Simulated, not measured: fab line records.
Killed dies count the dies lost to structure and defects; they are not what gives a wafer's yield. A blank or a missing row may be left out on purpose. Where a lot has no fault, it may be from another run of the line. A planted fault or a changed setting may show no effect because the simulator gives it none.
Which tool was responsible?    flow gf180mcu    12 lots, 36 wafers sampled, at 6 steps of a route of 602

WHAT THE GAUGES SHOWED, per wafer
GF_NSD_CD_MEAS_07: target cd 400 nm.
lot   measured      on         cd_nm (nm)
L509  day 13 04:29  cd_sem-02  398.8 400.5 398.4
L510  day 13 14:32  cd_sem-01  398.1 397.2 398.3
L512  day 14 05:53  cd_sem-02  401.5 400.7 401.2
L514  day 15 00:32  cd_sem-01  397.0 399.5 398.3
L515  day 15 08:11  cd_sem-01  403.5 401.0 402.5
L523  day 18 04:38  cd_sem-02  401.7 402.1 400.7
L524  day 18 16:01  cd_sem-02  396.4 396.1 398.3
L526  day 19 08:31  cd_sem-02  402.8 400.0 403.0
L529  day 20 07:56  cd_sem-01  400.0 396.2 400.9
L530  day 20 14:58  cd_sem-02  398.0 397.7 393.8
L531  day 21 00:50  cd_sem-01  399.2 399.1 401.7
L532  day 21 07:25  cd_sem-02  399.7 398.2 400.0

GF_PSD_CD_MEAS_07: target cd 400 nm.
lot   measured      on         cd_nm (nm)
L509  day 14 01:55  cd_sem-01  399.5 399.7 398.8
L510  day 14 11:41  cd_sem-01  402.0 399.1 400.1
L512  day 15 04:04  cd_sem-01  402.5 405.2 401.3
L514  day 15 23:24  cd_sem-02  398.9 398.4 399.4
L515  day 16 07:17  cd_sem-02  398.3 401.9 398.4
L523  day 19 04:31  cd_sem-01  394.3 395.9 396.5
L524  day 19 16:16  cd_sem-01  402.1 403.2 404.1
L526  day 20 08:52  cd_sem-01  401.8 401.6 403.9
L529  day 21 08:11  cd_sem-02  396.0 396.9 396.2
L530  day 21 14:25  cd_sem-01  397.3 398.7 400.4
L531  day 22 00:53  cd_sem-01  404.2 402.9 403.5
L532  day 22 07:25  cd_sem-01  394.7 395.0 396.0

GF_PSD_RS_MEAS_14: measurement is done with a four-point probe.
lot   measured      on             NSD_RS (ohm/sq)
L509  day 14 02:31  film_metro-02  46.15 46.21 46.31
L510  day 14 12:17  film_metro-02  46.06 46.15 46.14
L512  day 15 04:41  film_metro-04  46.01 46.12 46.05
L514  day 16 00:02  film_metro-02  46.06 45.98 46.07
L515  day 16 07:52  film_metro-02  46.21 46.33 46.30
L523  day 19 05:11  film_metro-04  46.53 46.45 46.51
L524  day 19 16:52  film_metro-02  46.56 46.54 46.54
L526  day 20 09:28  film_metro-01  46.20 46.15 46.07
L529  day 21 08:47  film_metro-04  46.17 46.18 46.20
L530  day 21 15:01  film_metro-01  46.00 45.96 46.03
L531  day 22 01:31  film_metro-04  46.26 46.19 46.26
L532  day 22 08:04  film_metro-02  46.04 46.12 46.20

TOOL THAT RAN EACH LOT (tool first, then ch and the chambers of the sampled wafers, then the start)
lot   GF_HV_LDD_STRIP_22                    GF_NSD_IMPLANT_09                GF_NSD_STRIP_11
L509  plasma_asher-02 ch 0,1, day 10 16:57  implanter-01 ch 0, day 13 04:38  plasma_asher-02 ch 0, day 13 04:56
L510  plasma_asher-04 ch 0,1, day 11 00:02  implanter-01 ch 0, day 13 14:41  plasma_asher-02 ch 0,1, day 13 14:59
L512  plasma_asher-03 ch 0,1, day 11 14:26  implanter-01 ch 0, day 14 06:02  plasma_asher-01 ch 0,1, day 14 06:20
L514  plasma_asher-02 ch 0,1, day 12 07:48  implanter-02 ch 0, day 15 00:42  plasma_asher-01 ch 0,1, day 15 00:59
L515  plasma_asher-02 ch 0,1, day 12 15:09  implanter-04 ch 0, day 15 08:20  plasma_asher-01 ch 0,1, day 15 08:38
L523  plasma_asher-02 ch 1, day 15 03:59    implanter-01 ch 0, day 18 04:48  plasma_asher-03 ch 0,1, day 18 05:05
L524  plasma_asher-04 ch 0,1, day 15 13:14  implanter-01 ch 0, day 18 16:11  plasma_asher-01 ch 0,1, day 18 16:29
L526  plasma_asher-04 ch 0,1, day 16 06:11  implanter-04 ch 0, day 19 08:41  plasma_asher-01 ch 1, day 19 08:59
L529  plasma_asher-04 ch 0,1, day 17 05:17  implanter-04 ch 0, day 20 08:06  plasma_asher-03 ch 0,1, day 20 08:23
L530  plasma_asher-02 ch 0,1, day 17 12:59  implanter-04 ch 0, day 20 15:08  plasma_asher-02 ch 0,1, day 20 15:26
L531  plasma_asher-03 ch 0,1, day 17 21:38  implanter-02 ch 0, day 21 01:00  plasma_asher-01 ch 0,1, day 21 01:17
L532  plasma_asher-03 ch 0,1, day 17 23:44  implanter-02 ch 0, day 21 07:35  plasma_asher-02 ch 0,1, day 21 07:53
- GF_HV_LDD_STRIP_22: strips in O2/N2.
- GF_NSD_IMPLANT_09
- GF_NSD_STRIP_11: strips in O2/N2.

WHAT THE TOOLS THEMSELVES READ (means of the sampled wafers that have a number; where no wafer has one, the mark that the record gives instead)
GF_HV_LDD_STRIP_22.
lot   tool             drypump_motor_current_A (A)  heater_power_w (W)  n2_flow_sccm (sccm)  oes_product_au (a.u.)  strip_time_to_endpoint_s (s)
L509  plasma_asher-02  5.9                          383                 300.3                0.715                  12.57
L510  plasma_asher-04  6.0                          356                 300.6                0.717                  12.56
L512  plasma_asher-03  5.4                          311                 299.3                0.712                  12.61
L514  plasma_asher-02  6.0                          380                 300.5                0.721                  12.69
L515  plasma_asher-02  5.6                          345                 300.1                0.716                  12.65
L523  plasma_asher-02  6.3                          418                 299.3                0.721                  12.65
L524  plasma_asher-04  6.1                          349                 299.9                0.711                  12.63
L526  plasma_asher-04  5.9                          312                 300.2                0.714                  12.64
L529  plasma_asher-04  6.0                          347                 299.4                0.718                  12.61
L530  plasma_asher-02  5.6                          345                 300.6                0.716                  12.62
L531  plasma_asher-03  5.2                          321                 299.4                0.708                  12.60
L532  plasma_asher-03  5.4                          317                 300.3                0.719                  12.66

GF_NSD_IMPLANT_09.
lot   tool          beam_energy_keV
L509  implanter-01  59.993
L510  implanter-01  60.011
L512  implanter-01  60.003
L514  implanter-02  59.984
L515  implanter-04  60.000
L523  implanter-01  58.799
L524  implanter-01  58.787
L526  implanter-04  60.019
L529  implanter-04  59.979
L530  implanter-04  59.989
L531  implanter-02  60.019
L532  implanter-02  59.996

GF_NSD_STRIP_11.
lot   tool             drypump_motor_current_A (A)  heater_power_w (W)  n2_flow_sccm (sccm)  oes_product_au (a.u.)  strip_time_to_endpoint_s (s)
L509  plasma_asher-02  5.3                          306                 300.1                0.491                  22.92
L510  plasma_asher-02  6.0                          378                 299.6                0.488                  22.95
L512  plasma_asher-01  6.1                          294                 300.2                0.490                  22.91
L514  plasma_asher-01  6.1                          297                 300.1                0.485                  22.99
L515  plasma_asher-01  6.1                          299                 300.8                0.489                  22.87
L523  plasma_asher-03  5.2                          319                 299.0                0.496                  22.79
L524  plasma_asher-01  6.2                          272                 300.7                0.489                  22.81
L526  plasma_asher-01  6.0                          317                 300.0                0.486                  22.94
L529  plasma_asher-03  5.4                          312                 300.9                0.488                  22.97
L530  plasma_asher-02  5.6                          336                 300.7                0.490                  22.96
L531  plasma_asher-01  6.3                          271                 300.2                0.490                  22.97
L532  plasma_asher-02  5.6                          339                 300.1                0.487                  22.94

THE ANSWER, worked out from the rows above alone
Rule: usual is defined by the lots themselves. The widest of any qualifying gaps counts: lots, ordered by their means at a reading, are off when they make up no more than a third of the lots, leave a main group of 4 or more, and stand apart from it by 3 or more times the standard deviation of that group's means. The tables above print the reading to a certain number of digits; a main group whose means all agree to those digits is not used. A lot without any number at a reading at which 4 lots or more have one is off too. The other lots that the step has rows for count as sound. Order of review: gauges by route order, followed by the tools' own readings, for which a lot's mean as printed above is used. The first step at which some lot is off is used, and at that step the reading that is off furthest; a lot without a number counts as furthest.
Off, at GF_NSD_IMPLANT_09 on beam_energy_keV: L523, L524. The main group: mean 59.999, standard deviation 0.013.
If a tool, at that step or one of the process steps before it, ran each lot that is off and ran no sound lot following the first of them, it fits. One candidate fits, namely implanter-01 at GF_NSD_IMPLANT_09. A fault onset in the window from L512 (day 14 06:02, its last sound lot) to L523 (day 18 04:48, its first lot off) fits.
The tool's own readings at GF_NSD_IMPLANT_09 bear it out: on the lots that are off they differ by more than 5 times the standard deviation of the sound lots' means. beam_energy_keV reads 58.793 there against 59.999 on the sound lots.

WHAT THE SIMULATOR HAD INSERTED
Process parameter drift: implanter-01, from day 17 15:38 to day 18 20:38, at GF_NSD_IMPLANT_09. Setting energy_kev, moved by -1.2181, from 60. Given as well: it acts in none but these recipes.
Struck lots among those shown: L523, L524. This agrees with what the rule above found.
